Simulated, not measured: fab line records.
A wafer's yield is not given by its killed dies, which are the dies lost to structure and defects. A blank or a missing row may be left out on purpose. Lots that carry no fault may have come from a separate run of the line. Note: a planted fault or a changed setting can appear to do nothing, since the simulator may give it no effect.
2 desks looking at one fault :: flow sky130 :: every desk sees just its own numbers, and what lay behind them comes last

AT THE METROLOGY DESK
Means of the sampled wafers that have a number, per lot and without regard to the tool the lot ran on: this is what the gauges read. Marked OUT: a lot whose mean sits more than 4 standard deviations from the usual mean, which makes it out of limits; the brackets give that distance.
Columns: A = LDD_N_OVL at SKY_LDD_N_OVL_MEAS_07, usual 0.2 nm
lot: L293
first seen here: day 18 05:27
A: -1.0

lot: L295
first seen here: day 18 11:44
A: -1.8

lot: L296
first seen here: day 19 06:31
A: 1.6

lot: L305
first seen here: day 22 13:42
A: 0.7

lot: L306
first seen here: day 22 21:52
A: 2.0

lot: L307
first seen here: day 23 01:47
A: 0.0

lot: L309
first seen here: day 23 18:30
A: 0.1

lot: L310
first seen here: day 24 02:22
A: 2.5

lot: L312
first seen here: day 24 21:05
A: 0.2

lot: L313
first seen here: day 25 01:48
A: -1.6

lot: L315
first seen here: day 25 18:00
A: 0.3

lot: L316
first seen here: day 26 02:35
A: -1.9
Finding of this desk: none of the 12 lots has anything out of limits.

AT THE TOOL OWNER'S DESK: implanter-01
SKY_LDD_N_IMPLANT_12, tool's own readings: per-lot mean of the sampled wafers with a number, covering each lot this tool ran. Marked OUT: a lot whose mean sits more than 4 standard deviations from the usual mean, which makes it out of limits; the brackets give that distance.
Columns: A = beam_energy_keV at SKY_LDD_N_IMPLANT_12, usual 50.000
lot: L305
first seen here: day 22 14:20
A: 35.257 (-99 or more) OUT

lot: L306
first seen here: day 22 22:31
A: 35.264 (-99 or more) OUT

lot: L315
first seen here: day 25 18:40
A: 50.007
This desk's finding: out of limits on L305, L306; first on L305, day 22 14:20 (beam_energy_keV at SKY_LDD_N_IMPLANT_12). In limits: L315.

ALL TOGETHER
The tool owner's desk could have raised an alarm at day 22 14:20, on L305, L306.
The metrology desk saw nothing out of limits.
The metrology desk holds a record of L305, L306, inside its limits.
Of the lots named, all ran SKY_LDD_N_IMPLANT_12 on implanter-01.

WHAT THE SIMULATOR PUT IN
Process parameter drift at SKY_LDD_N_IMPLANT_12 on implanter-01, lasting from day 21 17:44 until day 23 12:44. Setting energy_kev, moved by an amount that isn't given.
Struck lots among those shown: L305, L306.
Delay in hours, fault start to first out-of-limits reading, by desk: the tool owner's desk at 21.
